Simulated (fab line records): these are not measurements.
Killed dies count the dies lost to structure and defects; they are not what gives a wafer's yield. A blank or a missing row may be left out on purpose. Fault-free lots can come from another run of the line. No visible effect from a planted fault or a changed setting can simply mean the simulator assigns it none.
A lot that was struck, set against a sound lot + flow sky130 + 18 out of 708 route steps
Sound: the wafers L477.2, L477.4, L477.5. Struck: wafers L468.2, L468.3, L468.5. Last of all comes the cause.
Per side, at each step with rows, come the tool, then ch with its chambers, and then its first start. Under that, the readings that differ: sound wafers + struck wafers + difference of the means + sigmas: that difference in standard deviations of wafers without a fault.
alike: readings whose means differ by less than 2 such deviations, and words and numbers that are the same on both sides. not compared: withheld readings, readings that some wafer has no value for, bounds like >300 that may hide the same value, and numbers for which the record gives no deviation and whose values overlap.
A row with sigmas, a row that says differs or no value, or rows on one side alone: a step with any of these is where the two part. Non-overlapping numbers with no deviation appear without sigmas and do not part them. A reading that every wafer of one side lacks parts them only if that side has two wafers or more.

first, 3 steps without rows for these wafers: SKY_POLY_CUT_EXPOSE_05 (exposes mask NPCM, target cd 270 nm); SKY_POLY_CUT_PEB_06; SKY_POLY_CUT_DEVELOP_07 (develop time 60 s).
SKY_POLY_CUT_CD_MEAS_08 targets a cd of 270 nm.
  sound on cd sem-02 at day 30 22:29; struck on cd sem-01 at day 27 21:08
  alike: cd nm
SKY_POLY_CUT_OVL_MEAS_09:
  sound on overlay-02 at day 30 22:36; struck on overlay-01 at day 27 21:15
  alike: POLY_CUT_OVL
SKY_POLY_CUT_ETCH_10: etches BARC in N2/H2, stops on SiO2, time 45.9 s, target depth 60 nm.
  sound on rie diel-02 ch 1,2, day 30 22:38; struck on rie diel-04 ch 1,2,3, day 27 21:17
  alike: drypump motor current A, oes product au, throttle valve pct
  not compared: rf hours counter h
SKY_POLY_CUT_ETCH_11: etches Si3N4 in CF4/CH2F2/Ar, stops on poly-Si, time 42.5 s, target depth 60 nm.
  sound on rie diel-02 ch 1,2, day 30 22:40; struck on rie diel-04 ch 1,2,3, day 27 21:19
  alike: cf4 flow sccm, drypump motor current A, oes product au, throttle valve pct
  not compared: rf hours counter h
SKY_POLY_CUT_STRIP_12: strips in O2/N2.
  sound on plasma asher-03 ch 0,1, day 30 22:43; struck on plasma asher-03 ch 1, day 27 21:22
  alike: drypump motor current A, oes product au, strip time to endpoint s
  not compared: rf hours counter h
then, 4 steps without rows for these wafers: SKY_SD_P_DEHYDRATE_00 (time 60 s); SKY_SD_P_HMDS_01 (prime time 60 s); SKY_SD_P_COAT_02 (resist thk 1140 nm); SKY_SD_P_SOFTBAKE_03 (time 60 s).
SKY_SD_P_EXPOSE_04: exposes mask PSDM, target cd 380 nm.
  sound on iline stepper-02 ch 0, day 31 12:10; struck on iline stepper-02 ch 0, day 28 10:56
| reading | sound                | struck                        | difference | sigmas |
|---------|----------------------|-------------------------------|------------|--------|
| mask    | PSDM#0 PSDM#0 PSDM#0 | PSDM_R1#0 PSDM_R1#0 PSDM_R1#0 | differs    |        |
then, 2 steps without rows for these wafers: SKY_SD_P_PEB_05; SKY_SD_P_DEVELOP_06 (develop time 60 s).
SKY_SD_P_CD_MEAS_07 targets a cd of 380 nm.
  sound on cd sem-02 at day 32 02:04; struck on cd sem-01 at day 29 00:55
| reading    | sound             | struck            | difference | sigmas |
|------------|-------------------|-------------------|------------|--------|
| cd nm (nm) | 379.5 379.3 379.5 | 406.0 402.6 405.4 | +25.2      | +10    |
SKY_SD_P_OVL_MEAS_08:
  sound on overlay-01 at day 32 02:10; struck on overlay-02 at day 29 01:01
  alike: SD_P_OVL
-- record jumps: 19 days separate the struck wafers' starts on either side; left off in module SD_P, taken up again in module PAD_OPEN, whose first shown step is the route's number 708 --
SKY_PAD_OPEN_PROBE_99:
  only the struck wafers here have rows in the record (prober-02, day 48 07:20); the sound ones have none

WHERE THEY PART
First at SKY_SD_P_EXPOSE_04; last, within this record, at SKY_PAD_OPEN_PROBE_99.

WHY: the cause the simulator had injected
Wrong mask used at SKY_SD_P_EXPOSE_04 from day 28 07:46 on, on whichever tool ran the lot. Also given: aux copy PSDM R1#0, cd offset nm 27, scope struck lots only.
